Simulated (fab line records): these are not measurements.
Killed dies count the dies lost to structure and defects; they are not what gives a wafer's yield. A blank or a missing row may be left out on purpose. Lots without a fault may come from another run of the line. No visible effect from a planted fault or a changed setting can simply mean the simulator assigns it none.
Which tool was responsible? :: flow gf180mcu :: 14 lots with 40 wafers sampled at 4 steps, on a route of 602 steps

== WHAT THE GAUGES READ, wafer by wafer ==
GF_DUAL_GATE_OVL_MEAS_11. Usual: for DUAL_GATE_OVL the level is 0.3 nm and the standard deviation is 1.4.
lot: L425
measured: day 8 07:26
on: overlay-01
DUAL_GATE_OVL (nm): 0.9 1.4 1.9
flag: 

lot: L427
measured: day 8 21:37
on: overlay-02
DUAL_GATE_OVL (nm): 0.3 0.6 0.8
flag: 

lot: L428
measured: day 9 03:04
on: overlay-01
DUAL_GATE_OVL (nm): 2.0 1.1 1.4
flag: 

lot: L429
measured: day 9 10:53
on: overlay-01
DUAL_GATE_OVL (nm): 2.0 -0.3 -0.7
flag: 

lot: L430
measured: day 9 18:03
on: overlay-02
DUAL_GATE_OVL (nm): 0.6 -0.1 1.2
flag: 

lot: L431
measured: day 10 00:59
on: overlay-01
DUAL_GATE_OVL (nm): 0.2 0.9 0.6
flag: 

lot: L432
measured: day 10 09:31
on: overlay-01
DUAL_GATE_OVL (nm): 3.0 0.9 0.5
flag: 

lot: L434
measured: day 11 01:49
on: overlay-01
DUAL_GATE_OVL (nm): -0.5 1.8 -0.1
flag: 

lot: L435
measured: day 11 04:04
on: overlay-01
DUAL_GATE_OVL (nm): -0.7 1.6 0.7
flag: 

lot: L436
measured: day 11 12:19
on: overlay-01
DUAL_GATE_OVL (nm): 1.5 0.7 0.5
flag: 

lot: L437
measured: day 11 18:58
on: overlay-01
DUAL_GATE_OVL (nm): 0.5 1.8 0.8
flag: 

lot: L444
measured: day 13 19:56
on: overlay-01
DUAL_GATE_OVL (nm): -0.1 0.4
flag: 

lot: L445
measured: day 14 02:31
on: overlay-02
DUAL_GATE_OVL (nm): 1.4 1.3
flag: 

lot: L447
measured: day 14 15:00
on: overlay-02
DUAL_GATE_OVL (nm): -1.6 -1.7 -0.5
flag: 

GF_SAB_THK_MEAS_01. Usual: for SAB_CVD_00_THK the level is 49.8 nm and the standard deviation is 0.79.
lot: L425
measured: day 14 06:19
on: film_metro-04
SAB_CVD_00_THK (nm): 50.4 50.2 51.3
flag: 

lot: L427
measured: day 14 23:38
on: film_metro-03
SAB_CVD_00_THK (nm): 48.1 49.0 49.5
flag: 

lot: L428
measured: day 15 03:20
on: film_metro-03
SAB_CVD_00_THK (nm): 50.2 50.9 49.4
flag: 

lot: L429
measured: day 15 15:56
on: film_metro-04
SAB_CVD_00_THK (nm): 50.3 49.0 50.1
flag: 

lot: L430
measured: day 15 22:10
on: film_metro-04
SAB_CVD_00_THK (nm): 49.2 50.2 49.2
flag: 

lot: L431
measured: day 16 04:53
on: film_metro-03
SAB_CVD_00_THK (nm): 48.6 49.9 50.8
flag: 

lot: L432
measured: day 16 21:54
on: film_metro-02
SAB_CVD_00_THK (nm): 48.9 49.5 49.6
flag: 

lot: L434
measured: day 17 13:22
on: film_metro-02
SAB_CVD_00_THK (nm): 48.9 49.5 50.3
flag: 

lot: L435
measured: day 17 19:17
on: film_metro-04
SAB_CVD_00_THK (nm): 48.7 47.5 49.2
flag: 

lot: L436
measured: day 18 02:07
on: film_metro-03
SAB_CVD_00_THK (nm): 48.9 50.1 50.3
flag: 

lot: L437
measured: day 18 11:07
on: film_metro-04
SAB_CVD_00_THK (nm): 49.5 50.1 49.5
flag: 

lot: L444
measured: day 20 22:19
on: film_metro-02
SAB_CVD_00_THK (nm): 49.5 38.8
flag: OFF

lot: L445
measured: day 21 02:41
on: film_metro-04
SAB_CVD_00_THK (nm): 37.5 50.2
flag: OFF

lot: L447
measured: day 21 18:47
on: film_metro-04
SAB_CVD_00_THK (nm): 48.9 38.5 50.0
flag: OFF

GF_SAB_CD_MEAS_09 targets a cd of 420 nm. Usual: cd_nm at 420.4 nm, with a standard deviation of 2.2.
lot: L425
measured: day 15 02:58
on: cd_sem-01
cd_nm (nm): 419.9 422.0 420.1
flag: 

lot: L427
measured: day 15 20:55
on: cd_sem-01
cd_nm (nm): 420.7 421.1 421.2
flag: 

lot: L428
measured: day 16 00:50
on: cd_sem-01
cd_nm (nm): 415.3 417.5 418.9
flag: 

lot: L429
measured: day 16 13:37
on: cd_sem-01
cd_nm (nm): 417.6 418.7 418.8
flag: 

lot: L430
measured: day 16 20:22
on: cd_sem-02
cd_nm (nm): 419.1 418.2 415.9
flag: 

lot: L431
measured: day 17 03:14
on: cd_sem-01
cd_nm (nm): 423.3 423.9 423.1
flag: 

lot: L432
measured: day 17 20:31
on: cd_sem-01
cd_nm (nm): 419.4 417.4 419.1
flag: 

lot: L434
measured: day 18 11:52
on: cd_sem-01
cd_nm (nm): 418.1 418.9 419.3
flag: 

lot: L435
measured: day 18 18:43
on: cd_sem-01
cd_nm (nm): 423.6 424.1 421.4
flag: 

lot: L436
measured: day 19 01:46
on: cd_sem-01
cd_nm (nm): 424.0 423.3 421.9
flag: 

lot: L437
measured: day 19 10:58
on: cd_sem-01
cd_nm (nm): 422.0 421.3 422.7
flag: 

lot: L444
measured: day 21 21:49
on: cd_sem-01
cd_nm (nm): 423.2 420.6
flag: 

lot: L445
measured: day 22 02:46
on: cd_sem-01
cd_nm (nm): 420.6 421.6
flag: 

lot: L447
measured: day 22 18:25
on: cd_sem-01
cd_nm (nm): 421.5 419.3 419.0
flag: 

== WHICH TOOL RAN EACH LOT (tool, then ch and the chambers of the sampled wafers, then the start) ==
lot: L425
GF_SAB_CVD_00: pecvd-02 ch 0,1, day 14 06:18

lot: L427
GF_SAB_CVD_00: pecvd-01 ch 0,1, day 14 23:37

lot: L428
GF_SAB_CVD_00: pecvd-03 ch 0,1, day 15 03:19

lot: L429
GF_SAB_CVD_00: pecvd-03 ch 1,2, day 15 15:55

lot: L430
GF_SAB_CVD_00: pecvd-03 ch 0,1,2, day 15 22:08

lot: L431
GF_SAB_CVD_00: pecvd-03 ch 0,1, day 16 04:52

lot: L432
GF_SAB_CVD_00: pecvd-01 ch 0,1, day 16 21:53

lot: L434
GF_SAB_CVD_00: pecvd-03 ch 0,1, day 17 13:19

lot: L435
GF_SAB_CVD_00: pecvd-01 ch 0,1, day 17 19:16

lot: L436
GF_SAB_CVD_00: pecvd-01 ch 1,2, day 18 02:06

lot: L437
GF_SAB_CVD_00: pecvd-02 ch 1,2, day 18 11:06

lot: L444
GF_SAB_CVD_00: pecvd-01 ch 0,2, day 20 22:16

lot: L445
GF_SAB_CVD_00: pecvd-01 ch 0,2, day 21 02:40

lot: L447
GF_SAB_CVD_00: pecvd-01 ch 0,1, day 21 18:45
- GF_SAB_CVD_00: deposits SiO2 from TEOS, target thk 50 nm, time 4.9302 s.

== WHAT THE TOOLS THEMSELVES READ (means of the sampled wafers that have a number; where no wafer has one, the mark that the record gives instead) ==
GF_SAB_CVD_00. Usual: heater_power_w at 666 W, with a standard deviation of 98.
lot: L425
tool: pecvd-02
heater_power_w (W): 752
flag: 

lot: L427
tool: pecvd-01
heater_power_w (W): 619
flag: 

lot: L428
tool: pecvd-03
heater_power_w (W): 606
flag: 

lot: L429
tool: pecvd-03
heater_power_w (W): 752
flag: 

lot: L430
tool: pecvd-03
heater_power_w (W): 670
flag: 

lot: L431
tool: pecvd-03
heater_power_w (W): 606
flag: 

lot: L432
tool: pecvd-01
heater_power_w (W): 649
flag: 

lot: L434
tool: pecvd-03
heater_power_w (W): 642
flag: 

lot: L435
tool: pecvd-01
heater_power_w (W): 516
flag: 

lot: L436
tool: pecvd-01
heater_power_w (W): 585
flag: 

lot: L437
tool: pecvd-02
heater_power_w (W): 772
flag: 

lot: L444
tool: pecvd-01
heater_power_w (W): 660
flag: 

lot: L445
tool: pecvd-01
heater_power_w (W): 657
flag: 

lot: L447
tool: pecvd-01
heater_power_w (W): 555
flag: 

== THE ANSWER, worked out from the rows above alone ==
Rule: a lot is off if the mean of its wafers that have a number lies more than 3 standard deviations from the usual mean. Also off: a lot with no number at a reading for which 4 or more lots have one. Any other lot the step has rows for is counted as sound. Order of review: gauges by route order, followed by the tools' own readings, for which a lot's mean as printed above is used. At the first step where some lot is off, the reading lying furthest off is the one used; lots without a number count as furthest.
Off: L444, L445, L447, at GF_SAB_THK_MEAS_01 (SAB_CVD_00_THK).
A tool fits if, at a process step before that reading, it ran every lot that is off, and no sound lot after the first of them. The gauges at GF_SAB_THK_MEAS_01 are tried like those tools. One candidate fits, namely pecvd-01 at GF_SAB_CVD_00. A fault onset in the window from L436 (day 18 02:06, its last sound lot) to L444 (day 20 22:16, its first lot off) fits.

== WHAT HAD BEEN PUT IN BY THE SIMULATOR ==
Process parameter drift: pecvd-01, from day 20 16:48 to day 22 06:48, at GF_SAB_CVD_00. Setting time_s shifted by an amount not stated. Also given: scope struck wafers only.
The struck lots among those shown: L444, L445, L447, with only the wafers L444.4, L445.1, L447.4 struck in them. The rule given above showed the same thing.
